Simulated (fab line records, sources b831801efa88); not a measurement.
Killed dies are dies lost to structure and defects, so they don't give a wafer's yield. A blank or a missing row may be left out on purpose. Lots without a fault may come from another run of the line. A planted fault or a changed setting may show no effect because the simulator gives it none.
Which tool did it? | flow gf180mcu | 14 lots, 42 wafers sampled, at 5 steps of a route of 602

WHAT THE GAUGES READ, wafer by wafer
GF_POLY_GATE_CD_MEAS_10: target cd 280 nm. Usual: cd_nm 280.1 nm, standard deviation 1.1.
lot  | measured     | on        | cd_nm (nm)        | flag
L929 | day 9 10:23  | cd_sem-01 | 278.9 279.3 279.7 |
L931 | day 10 00:08 | cd_sem-01 | 280.8 279.9 281.1 |
L933 | day 10 08:44 | cd_sem-01 | 280.5 279.8 281.3 |
L934 | day 10 18:35 | cd_sem-01 | 278.1 279.3 279.6 |
L935 | day 10 23:19 | cd_sem-02 | 282.2 283.1 282.2 |
L936 | day 11 08:43 | cd_sem-02 | 281.6 281.8 281.2 |
L937 | day 11 12:52 | cd_sem-02 | 278.4 279.2 279.7 |
L938 | day 11 17:39 | cd_sem-01 | 280.9 279.5 281.2 |
L940 | day 12 09:39 | cd_sem-01 | 279.3 279.4 279.6 |
L942 | day 13 03:46 | cd_sem-01 | 277.9 280.3 280.0 |
L947 | day 14 10:59 | cd_sem-01 | 280.7 281.2 281.0 |
L948 | day 14 20:22 | cd_sem-02 | 280.2 282.1 281.0 |
L949 | day 15 05:49 | cd_sem-02 | 281.6 281.3 280.9 |
L950 | day 15 10:33 | cd_sem-02 | 279.3 278.4 277.6 |

GF_HV_LDD_TW_MEAS_50. Usual: HV_LDD_4_TW 570, standard deviation 6.5.
lot  | measured     | on            | HV_LDD_4_TW | flag
L929 | day 12 15:27 | film_metro-01 | 559 561 563 |
L931 | day 13 07:34 | film_metro-04 | 569 573 570 |
L933 | day 13 17:10 | film_metro-04 | 568 570 570 |
L934 | day 14 03:56 | film_metro-04 | 572 574 572 |
L935 | day 14 08:40 | film_metro-04 | 573 568 569 |
L936 | day 14 19:26 | film_metro-04 | 571 571 570 |
L937 | day 15 01:51 | film_metro-01 | 564 563 564 |
L938 | day 15 06:12 | film_metro-03 | 511 510 512 | OFF
L940 | day 16 00:01 | film_metro-01 | 502 499 501 | OFF
L942 | day 16 21:31 | film_metro-01 | 559 559 563 |
L947 | day 18 09:19 | film_metro-04 | 570 570 564 |
L948 | day 18 19:09 | film_metro-03 | 575 577 577 |
L949 | day 19 05:03 | film_metro-03 | 572 578 575 |
L950 | day 19 12:05 | film_metro-04 | 572 573 575 |

GF_V2_THK_MEAS_01. Usual: V2_CVD_00_THK 598 nm, standard deviation 7.4.
lot  | measured     | on            | V2_CVD_00_THK (nm) | flag
L929 | day 19 14:49 | film_metro-01 | 604 605 608        |
L931 | day 20 07:11 | film_metro-01 | 584 605 582        |
L933 | day 20 17:43 | film_metro-04 | 596 596 599        |
L934 | day 21 11:07 | film_metro-01 | 601 593 605        |
L935 | day 21 11:45 | film_metro-01 | 595 608 600        |
L936 | day 21 23:55 | film_metro-01 | 610 595 610        |
L937 | day 22 06:02 | film_metro-01 | 599 598 597        |
L938 | day 22 12:43 | film_metro-01 | 600 607 593        |
L940 | day 23 06:32 | film_metro-01 | 603 601 596        |
L942 | day 24 05:44 | film_metro-03 | 591 592 590        |
L947 | day 25 15:40 | film_metro-01 | 604 594 613        |
L948 | day 25 23:40 | film_metro-03 | 588 598 601        |
L949 | day 26 08:05 | film_metro-03 | 584 596 592        |
L950 | day 26 12:56 | film_metro-01 | 587 596 594        |

WHICH TOOL RAN EACH LOT (tool, then ch and the chambers of the sampled wafers, then the start)
lot  | GF_HV_LDD_IMPLANT_48            | GF_M2_SPUTTER_04
L929 | implanter-01 ch 0, day 12 15:12 | pvd_sputter-04, day 18 13:37
L931 | implanter-01 ch 0, day 13 07:20 | pvd_sputter-04, day 19 06:07
L933 | implanter-02 ch 0, day 13 16:56 | pvd_sputter-03, day 19 16:37
L934 | implanter-01 ch 0, day 14 03:41 | pvd_sputter-03, day 20 10:10
L935 | implanter-03 ch 0, day 14 08:27 | pvd_sputter-03, day 20 11:02
L936 | implanter-03 ch 0, day 14 19:11 | pvd_sputter-04, day 20 23:16
L937 | implanter-03 ch 0, day 15 01:36 | pvd_sputter-03, day 21 05:20
L938 | implanter-03 ch 0, day 15 05:59 | pvd_sputter-03, day 21 12:59
L940 | implanter-03 ch 0, day 15 23:47 | pvd_sputter-03, day 22 05:46
L942 | implanter-01 ch 0, day 16 21:17 | pvd_sputter-02, day 23 06:22
L947 | implanter-01 ch 0, day 18 09:06 | pvd_sputter-03, day 24 17:23
L948 | implanter-01 ch 0, day 18 18:56 | pvd_sputter-03, day 25 01:12
L949 | implanter-01 ch 0, day 19 04:47 | pvd_sputter-02, day 25 10:13
L950 | implanter-02 ch 0, day 19 11:50 | pvd_sputter-04, day 25 14:43
- GF_HV_LDD_IMPLANT_48
- GF_M2_SPUTTER_04: material TiN, target thk 50 nm, time 41.7 s.

WHAT THE TOOLS THEMSELVES READ (means of the sampled wafers that have a number; where no wafer has one, the mark that the record gives instead)
GF_HV_LDD_IMPLANT_48. Usual: dose_ions_cm2 2.999e+13, standard deviation 3.5e+10; faraday_current_uA 169, standard deviation 3.2.
lot  | tool         | dose_ions_cm2 | faraday_current_uA | flag
L929 | implanter-01 | 2.995e+13     | 170                |
L931 | implanter-01 | 2.994e+13     | 167                |
L933 | implanter-02 | 3.004e+13     | 167                |
L934 | implanter-01 | 2.998e+13     | 171                |
L935 | implanter-03 | 3.000e+13     | 171                |
L936 | implanter-03 | 3.002e+13     | 169                |
L937 | implanter-03 | 2.998e+13     | 166                |
L938 | implanter-03 | 2.101e+13     | 120                | OFF
L940 | implanter-03 | 2.103e+13     | 117                | OFF
L942 | implanter-01 | 3.000e+13     | 168                |
L947 | implanter-01 | 2.999e+13     | 174                |
L948 | implanter-01 | 2.998e+13     | 168                |
L949 | implanter-01 | 3.002e+13     | 170                |
L950 | implanter-02 | 3.003e+13     | 169                |

GF_M2_SPUTTER_04. Usual: throttle_valve_pct 30.3 %, standard deviation 1.1.
lot  | tool           | throttle_valve_pct (%) | flag
L929 | pvd_sputter-04 | 30.7                   |
L931 | pvd_sputter-04 | 30.9                   |
L933 | pvd_sputter-03 | 29.9                   |
L934 | pvd_sputter-03 | 30.2                   |
L935 | pvd_sputter-03 | 28.9                   |
L936 | pvd_sputter-04 | 29.7                   |
L937 | pvd_sputter-03 | 30.7                   |
L938 | pvd_sputter-03 | 30.3                   |
L940 | pvd_sputter-03 | 29.6                   |
L942 | pvd_sputter-02 | 30.9                   |
L947 | pvd_sputter-03 | 29.2                   |
L948 | pvd_sputter-03 | 30.0                   |
L949 | pvd_sputter-02 | 30.8                   |
L950 | pvd_sputter-04 | 30.3                   |

THE ANSWER, worked out from the rows above alone
Rule: a lot is off if the mean of its wafers that have a number lies more than 3 standard deviations from the usual mean. A lot without any number at a reading at which 4 lots or more have one is off too. The other lots that the step has rows for count as sound. The gauges are gone through in route order, then the tools' own readings, and for those a lot's mean is taken as printed above. The first step at which some lot is off is used, and at that step the reading that is off furthest; a lot without a number counts as furthest.
Off: L938, L940, at GF_HV_LDD_TW_MEAS_50 (HV_LDD_4_TW).
A tool fits if, at a process step before that reading, it ran every lot that is off, and no sound lot after the first of them. The gauges at GF_HV_LDD_TW_MEAS_50 aren't tried: what is off there is off at GF_HV_LDD_IMPLANT_48 too, on other tools, and a gauge's error can't cause that. One fits: implanter-03 at GF_HV_LDD_IMPLANT_48. Its last sound lot is L937 (day 15 01:36), its first lot that is off L938 (day 15 05:59): a fault that began between those two fits.
The tool's own readings at GF_HV_LDD_IMPLANT_48 bear it out: on the lots that are off they differ by more than 5 times the standard deviation of the sound lots' means. dose_ions_cm2 reads 2.102e+13 there against 2.999e+13 on the sound lots; faraday_current_uA reads 118 there against 169 on the sound lots.

WHAT THE SIMULATOR HAD PUT IN
Process parameter drift: implanter-03, from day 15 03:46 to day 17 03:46, at GF_HV_LDD_IMPLANT_48. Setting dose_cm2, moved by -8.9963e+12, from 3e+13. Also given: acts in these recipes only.
Lots struck among those shown: L938, L940. The rule above found the same.
